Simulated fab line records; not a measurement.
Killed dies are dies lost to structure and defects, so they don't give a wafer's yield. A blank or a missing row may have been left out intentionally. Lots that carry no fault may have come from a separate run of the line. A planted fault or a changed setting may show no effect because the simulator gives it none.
Which tool was responsible?    flow gf180mcu    39 wafers from 13 lots sampled at 3 of the route's 602 steps

## WHAT THE GAUGES SHOWED, per wafer
GF_V5_THK_MEAS_25: measures by xrf.
lot   measured      on             V5_W_THK (nm)
L214  day 27 09:10  film-metro-02  350 353 351
L215  day 27 12:04  film-metro-01  367 367 366
L216  day 27 18:57  film-metro-01  363 355 363
L218  day 28 10:25  film-metro-02  348 355 356
L219  day 28 17:28  film-metro-03  352 359 351
L221  day 29 07:21  film-metro-01  367 364 360
L220  day 29 10:16  film-metro-03  348 354 352
L222  day 29 12:13  film-metro-01  357 359 359
L223  day 30 00:08  film-metro-02  356 351 351
L224  day 30 07:40  film-metro-02  358 355 352
L230  day 31 17:10  film-metro-03  362 358 362
L231  day 31 23:49  film-metro-02  350 353 349
L237  day 33 18:53  film-metro-03  357 361 357

## EACH LOT AND THE TOOL THAT RAN IT (in order: tool; ch and the chambers of the sampled wafers; start)
lot   GF_V2_ETCH_17                       GF_V5_CVD_23
L214  rie-diel-01 ch 0,2,3, day 20 11:00  cvd-w-02 ch 0, day 27 08:55
L215  rie-diel-02 ch 0,3, day 20 13:00    cvd-w-02 ch 0,1, day 27 11:51
L216  rie-diel-02 ch 0,1,3, day 20 22:00  cvd-w-01 ch 0,1, day 27 18:43
L218  rie-diel-03 ch 0,3, day 21 18:00    cvd-w-01 ch 0,1, day 28 10:11
L219  rie-diel-02 ch 1,2,3, day 22 00:00  cvd-w-01 ch 0,1, day 28 17:13
L221  rie-diel-02 ch 0,2,3, day 22 18:00  cvd-w-02 ch 0,1, day 29 07:07
L220  rie-diel-02 ch 0,1,3, day 22 21:00  cvd-w-01 ch 0,1, day 29 10:01
L222  rie-diel-02 ch 0,1, day 22 23:00    cvd-w-01 ch 0, day 29 11:58
L223  rie-diel-01 ch 0,2, day 23 13:00    cvd-w-01 ch 0,1, day 29 23:55
L224  rie-diel-03 ch 1,2,3, day 23 21:00  cvd-w-02 ch 0,1, day 30 07:25
L230  rie-diel-02 ch 0,2,3, day 25 16:00  cvd-w-02 ch 0,1, day 31 16:55
L231  rie-diel-02 ch 0,1, day 26 00:00    cvd-w-01 ch 0,1, day 31 23:34
L237  rie-diel-01 ch 1,2,3, day 28 05:00  cvd-w-02 ch 0,1, day 33 18:38
- GF_V2_ETCH_17: etches SiO2 in C4F8/O2/Ar, stops on TiN, target depth 630 nm.
- GF_V5_CVD_23: deposits W, target thk 350 nm, time 104.9 s.

## AS READ BY THE TOOLS THEMSELVES (means over the sampled wafers that have a number; for cases with no such wafer, the mark the record gives instead)
GF_V2_ETCH_17.
lot   tool         oes-product-au (a.u.)
L214  rie-diel-01  0.852
L215  rie-diel-02  0.857
L216  rie-diel-02  0.860
L218  rie-diel-03  0.854
L219  rie-diel-02  0.856
L221  rie-diel-02  0.854
L220  rie-diel-02  0.855
L222  rie-diel-02  0.852
L223  rie-diel-01  0.851
L224  rie-diel-03  0.852
L230  rie-diel-02  0.858
L231  rie-diel-02  0.850
L237  rie-diel-01  0.854

GF_V5_CVD_23.
lot   tool      chamber-pressure-Torr (Torr)  heater-power-w (W)
L214  cvd-w-02  39.95                         729
L215  cvd-w-02  39.90                         833
L216  cvd-w-01  40.00                         861
L218  cvd-w-01  39.96                         867
L219  cvd-w-01  39.97                         835
L221  cvd-w-02  39.95                         814
L220  cvd-w-01  39.96                         842
L222  cvd-w-01  40.07                         863
L223  cvd-w-01  39.97                         853
L224  cvd-w-02  40.12                         917
L230  cvd-w-02  39.93                         814
L231  cvd-w-01  39.92                         851
L237  cvd-w-02  39.98                         921

## THE ANSWER, worked out from the rows above alone
Rule: what is usual is taken from the lots themselves. Put in order of their means at a reading, lots are off if they are a third of the lots or fewer, leave a main group of 4 or more, and stand apart from it by a gap of 3 or more times the standard deviation of the main group's means; of several such gaps the widest counts. A main group whose means are all the same, to the digits that the tables above print for the reading, isn't used. Also off: a lot with no number at a reading for which 4 or more lots have one. All remaining lots with rows at the step are treated as sound. First the gauges in route order, then the tools' own readings, where a lot's mean is used as printed above. At the first step where some lot is off, the reading lying furthest off is the one used; lots without a number count as furthest.
Across all readings shown, no lot is off: no conclusion can be drawn from this.

## WHAT THE SIMULATOR HAD INSERTED
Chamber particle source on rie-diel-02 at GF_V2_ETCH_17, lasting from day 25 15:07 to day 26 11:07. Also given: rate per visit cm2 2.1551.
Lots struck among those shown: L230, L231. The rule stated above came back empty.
